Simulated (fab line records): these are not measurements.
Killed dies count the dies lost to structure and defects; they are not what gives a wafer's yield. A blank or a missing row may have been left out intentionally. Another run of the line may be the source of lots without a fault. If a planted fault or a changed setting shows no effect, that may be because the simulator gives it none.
One fault through the eyes of 2 desks | flow sky130 | what lay behind the numbers comes last; until then each desk has only its own

TOOL OWNER'S DESK, implanter-03
The tool's own readings at SKY_VT_ADJUST_NCORE_IMPLANT_09, given as means over the sampled wafers that have a number, one for each lot that went through this tool. A lot is out of limits, marked OUT, if its mean lies more than 4 standard deviations from the usual mean; the brackets give that distance.
Columns: A = dose-ions-cm2 at SKY_VT_ADJUST_NCORE_IMPLANT_09, usual 2.3998e+12; B = faraday-current-uA at SKY_VT_ADJUST_NCORE_IMPLANT_09, usual 13.55
lot  | first seen here | A                            | B
L979 | day 8 17:37     | 2.3985e+12                   | 13.61
L983 | day 10 04:08    | 2.4021e+12                   | 13.65
L982 | day 10 05:56    | 2.4013e+12                   | 13.49
L985 | day 10 14:43    | 1.1859e+12 (-99 or more) OUT | 6.60 (-28) OUT
L988 | day 11 14:38    | 1.1837e+12 (-99 or more) OUT | 6.77 (-27) OUT
L999 | day 14 15:26    | 2.3985e+12                   | 13.40
Finding of this desk: L985, L988 out of limits; the first was L985 at day 10 14:43, on dose-ions-cm2 at SKY_VT_ADJUST_NCORE_IMPLANT_09. In limits: L979, L983, L982, L999.

METROLOGY DESK
Means of the sampled wafers that have a number, per lot and without regard to the tool the lot ran on: this is what the gauges read. A lot is out of limits, marked OUT, if its mean lies more than 4 standard deviations from the usual mean; the brackets give that distance.
Columns: A = FIELD_ISO_OXIDATION_00_THK at SKY_FIELD_ISO_THK_MEAS_02, usual 12.13 nm; B = FIELD_ISO_CVD_03_THK at SKY_FIELD_ISO_THK_MEAS_04, usual 150.2 nm; C = DNWELL_TW at SKY_DNWELL_TW_MEAS_09, usual 1107; D = VT_ADJUST_NCORE_TW at SKY_VT_ADJUST_NCORE_TW_MEAS_11, usual 218.0
lot  | first seen here | A     | B     | C    | D
L979 | day 1 17:17     | 12.33 | 151.2 | 1106 | 216.4
L980 | day 1 21:40     | 11.84 | 150.1 | 1095 | 220.3
L982 | day 2 08:15     | 12.00 | 153.9 | 1092 | 221.3
L983 | day 2 13:34     | 12.02 | 149.6 | 1107 | 217.1
L985 | day 3 01:53     | 12.21 | 149.4 | 1114 | 178.0 (-17) OUT
L986 | day 3 08:35     | 12.19 | 150.7 | 1109 | 220.2
L988 | day 3 16:40     | 12.20 | 149.6 | 1107 | 177.0 (-18) OUT
L993 | day 4 16:24     | 11.79 | 148.8 | 1114 | 216.6
L994 | day 4 19:38     | 11.95 | 149.6 | 1104 | 215.3
L998 | day 5 16:44     | 11.99 | 151.4 | 1126 | 220.6
L999 | day 5 21:17     | 11.86 | 150.2 | 1098 | 219.4
L100 | day 6 01:38     | 12.33 | 150.0 | 1117 | 220.9
L101 | day 6 06:38     | 11.93 | 150.4 | 1122 | 220.8
This desk reports L985, L988 out of limits; the earliest was L985 at day 10 14:57 (VT_ADJUST_NCORE_TW at SKY_VT_ADJUST_NCORE_TW_MEAS_11). In limits: L979, L980, L982, L983, L986, L993, L994, L998, L999, L100, L101.

PUT TOGETHER
An alarm could have come from the tool owner's desk at day 10 14:43, on L985, L988.
On L985, L988, the metrology desk was in a position to raise an alarm at day 10 14:57.
The lots listed all ran SKY_VT_ADJUST_NCORE_IMPLANT_09 on implanter-03.

WHAT THE SIMULATOR HAD PUT IN
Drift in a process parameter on implanter-03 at SKY_VT_ADJUST_NCORE_IMPLANT_09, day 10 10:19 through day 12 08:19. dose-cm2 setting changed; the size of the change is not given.
Struck lots among those shown: L985, L988.
Counting hours from when the fault started, the first reading out of limits came at 4 for the tool owner's desk and at 5 for the metrology desk.
